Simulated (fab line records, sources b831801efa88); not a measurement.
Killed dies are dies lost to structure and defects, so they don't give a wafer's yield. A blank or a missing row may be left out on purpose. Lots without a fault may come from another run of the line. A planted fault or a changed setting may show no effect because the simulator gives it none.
Problem report in the 8D (eight disciplines) form, filled by code | flow sky130 | the parts of the form that need people (team, actions taken, sign-off) are left out

1. THE PROBLEM
cd_nm at SKY_VIA2_CD_MEAS_12 reads a mean of 181.9 nm on 2 wafers of 2 lots; wafers without a fault read 199.6 nm with a standard deviation of 1.5. That is -12 standard deviations from the usual mean.
The step: target cd 200 nm.
First seen on wafer L987.2, day 41 07:05, on cd_sem-01. The record holds 36 wafers of 12 lots with a number at this step. Rule for "out", or "out of limits": more than 4 standard deviations from the usual mean. The other wafers with a number count as sound.

2. WHAT IT IS AND WHAT IT IS NOT
question                    | is                   | is not
which readings at this step | cd_nm                | -
which lots                  | L987, L988           | L974, L975, L976, L978, L979, L980, L992, L994, L996, L997
which wafers of those lots  | L987.2, L988.4       | L987.3, L987.5, L988.1, L988.5
read on which gauges        | cd_sem-01, cd_sem-02 | -
when                        | from day 41 07:05    | up to then (20 sound wafers); but 14 sound wafers of L988, L992, L994, L996, L997 came after

3. SUSPECTS, AND WHAT RULES EACH OUT
Counting: a tool at a process step up to the reading stays a suspect if it ran every lot that is out. Sound lots after the first of them don't rule it out here, since some wafers of a struck lot are sound.
- the gauge at SKY_VIA2_CD_MEAS_12: ruled out. The wafers that are out were read on 2 gauges (cd_sem-01, cd_sem-02).
- pvd_sputter-02 at SKY_LI_CONTACT_SPUTTER_20 (material TiN, target thk 20 nm, time 80 s): kept. It ran every lot that is out, first L987 (day 34 11:56); its last sound lot up to then is L978 (day 31 10:27).
- krf_scanner-02 at SKY_VIA2_EXPOSE_09 (exposes mask VIM2, target cd 200 nm): kept. It ran every lot that is out, first L987 (day 40 19:50); its last sound lot up to then is L979 (day 38 04:49).
Left after counting: pvd_sputter-02 at SKY_LI_CONTACT_SPUTTER_20, krf_scanner-02 at SKY_VIA2_EXPOSE_09.

4. THE CAUSE (what the simulator had put in)
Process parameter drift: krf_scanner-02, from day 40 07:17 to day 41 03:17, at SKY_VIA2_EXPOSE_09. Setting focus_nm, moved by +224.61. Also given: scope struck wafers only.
Counting left 2 suspects, and this tool is among them.

5. THE CHAIN OF EFFECTS, in route order
Each row: a reading whose mean over the struck wafers that have a number lies more than 3 standard deviations from the usual. Only readings for which the record gives a usual standard deviation are gone through. hours: the time from each lot's start at the first step in this table that gives one to its start at this step, as a median over the lots. sigmas: the change in usual standard deviations.
hours | step                | reading | usual    | on struck wafers | change | sigmas
0     | SKY_VIA2_CD_MEAS_12 | cd_nm   | 199.6 nm | 181.9            | -17.7  | -12

6. WHAT WOULD HAVE CAUGHT IT SOONER
In this record the first reading out of limits at a measuring or inspecting step was taken at day 41 07:05, 24 hours after the fault began at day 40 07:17.
Of the tool readings at SKY_VIA2_EXPOSE_09 for which the record gives a usual standard deviation, none was out on any struck wafer, so an alarm limit of 4 standard deviations on them would not have fired.
All the lots that are out (2) had begun SKY_VIA2_EXPOSE_09 on krf_scanner-02 by day 41 07:05. A hold on the tool at that time would have spared none of them.
